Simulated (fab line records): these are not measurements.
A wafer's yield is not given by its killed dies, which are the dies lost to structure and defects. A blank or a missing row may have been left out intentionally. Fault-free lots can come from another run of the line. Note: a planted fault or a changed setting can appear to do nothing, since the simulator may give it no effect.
Chamber matching	flow gf180mcu	GF_STI_CMP_25 on cmp-01: 4 sister chambers
The step polishes, stops on Si3N4, t overpolish 33 s, target thk 524.6 nm. 8 wafers are shown with their chamber, then 7 later ones without.

WAFERS, EACH WITH ITS CHAMBER
wafer	chamber	motorCurrentA (A)	timeToEndpointS (s)
L152.5	0	13.2	116
L153.3	2	11.6	121
L156.1	0	13.8	116
L156.6	3	11.3	123
L162.1	2	10.7	127
L162.6	1	13.4	123
L166.2	1	13.4	123
L166.4	3	11.8	114

WAFERS WITH NO CHAMBER GIVEN
wafer	motorCurrentA (A)	timeToEndpointS (s)
L166.5	11.2	117
L174.1	13.4	126
L174.3	11.2	124
L174.6	11.7	122
L175.2	13.1	121
L175.3	11.7	121
L175.4	11.5	125

THE CHAMBER EACH PASSED THROUGH
wafer	from the rows above	in truth
L166.5	can't be placed: 3 or 2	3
L174.1	can't be placed: 1 or 0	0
L174.3	can't be placed: 2 or 3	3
L174.6	can't be placed: 3 or 2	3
L175.2	can't be placed: 1 or 0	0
L175.3	can't be placed: 3 or 2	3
L175.4	can't be placed: 2 or 3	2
Placed correctly: 0 of 7. Cannot be placed on the basis of these rows: 7; the candidates contain the true chamber in 7. Number placed wrongly: 0.
How it was worked out, from the rows above alone: a wafer's distance from a chamber is the root of the sum, over the readings, of the square of ((its reading less the chamber's mean) divided by the reading's scatter). If the next closest chamber is less than 2 further off than the closest, the wafer can't be placed; otherwise it belongs to the closest. The mean given for a chamber averages the wafers shown for that chamber. The scatter is the square root of a quotient: the sum, over the shown wafers, of each reading's squared deviation from its chamber's mean, divided by wafers minus chambers.
